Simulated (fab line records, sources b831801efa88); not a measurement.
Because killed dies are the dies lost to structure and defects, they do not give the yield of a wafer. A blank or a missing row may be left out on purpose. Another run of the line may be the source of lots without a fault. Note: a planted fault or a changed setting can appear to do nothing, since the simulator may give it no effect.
The same fault as seen by 2 desks	flow sky130	what lay behind the numbers comes last; until then each desk has only its own

== FROM THE METROLOGY DESK ==
Means of the sampled wafers that have a number, per lot and without regard to the tool the lot ran on: this is what the gauges read. Any lot whose mean is over 4 standard deviations away from the usual mean is out of limits and marked OUT; that distance is given in the brackets.
Columns: A = NWELL_RS at SKY_NWELL_RS_MEAS_29, usual 625.2 ohm/sq; B = cdNm at SKY_METAL1_CD_MEAS_15, usual 140.0 nm
lot	first seen here	A	B
L599	day 6 07:48	626.5	138.7
L600	day 6 15:16	625.3	138.1
L601	day 6 21:17	624.9	140.4
L602	day 7 02:39	626.4	140.9
L603	day 7 08:10	626.4	142.3
L604	day 7 14:44	624.9	139.7
L610	day 9 02:14	603.1 (-13) OUT	140.7
L611	day 9 07:15	623.8	138.4
L612	day 9 16:06	604.1 (-12) OUT	140.6
L615	day 10 09:24	620.5	143.3
L617	day 10 21:01	625.9	136.8
L618	day 10 23:14	624.9	139.1
This desk's finding: out of limits on L610, L612; first on L610, day 9 02:14 (NWELL_RS at SKY_NWELL_RS_MEAS_29). L599, L600, L601, L602, L603, L604, L611, L615, L617, L618: within limits.

== AT THE TOOL OWNER'S DESK: implanter-04 ==
The tool's own readings at SKY_NWELL_IMPLANT_11, given as means over the sampled wafers that have a number, one for each lot that went through this tool. Any lot whose mean is over 4 standard deviations away from the usual mean is out of limits and marked OUT; that distance is given in the brackets.
Columns: A = doseIonsCm2 at SKY_NWELL_IMPLANT_11, usual 1.9005e+13; B = faradayCurrentUA at SKY_NWELL_IMPLANT_11, usual 107.3
lot	first seen here	A	B
L602	day 6 05:43	1.9033e+13	107.5
L603	day 6 11:38	1.8992e+13	106.7
L610	day 8 04:14	2.0245e+13 (+54) OUT	113.9
L612	day 8 17:08	2.0272e+13 (+55) OUT	114.2
This desk's finding: out of limits on L610, L612; first on L610, day 8 04:14 (doseIonsCm2 at SKY_NWELL_IMPLANT_11). L602, L603: within limits.

== BROUGHT TOGETHER ==
On L610, L612, at day 8 04:14, an alarm was possible from the tool owner's desk.
Metrology desk: alarm possible at day 9 02:14 on L610, L612.
Of the lots named, all ran SKY_NWELL_IMPLANT_11 on implanter-04.

== WHAT THE SIMULATOR HAD INSERTED ==
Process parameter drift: implanter-04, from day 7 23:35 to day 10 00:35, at SKY_NWELL_IMPLANT_11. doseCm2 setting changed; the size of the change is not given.
Shown lots that were struck: L610, L612.
Time in hours from fault onset to the first out-of-limits reading at each desk: tool owner's desk 5, metrology desk 27.
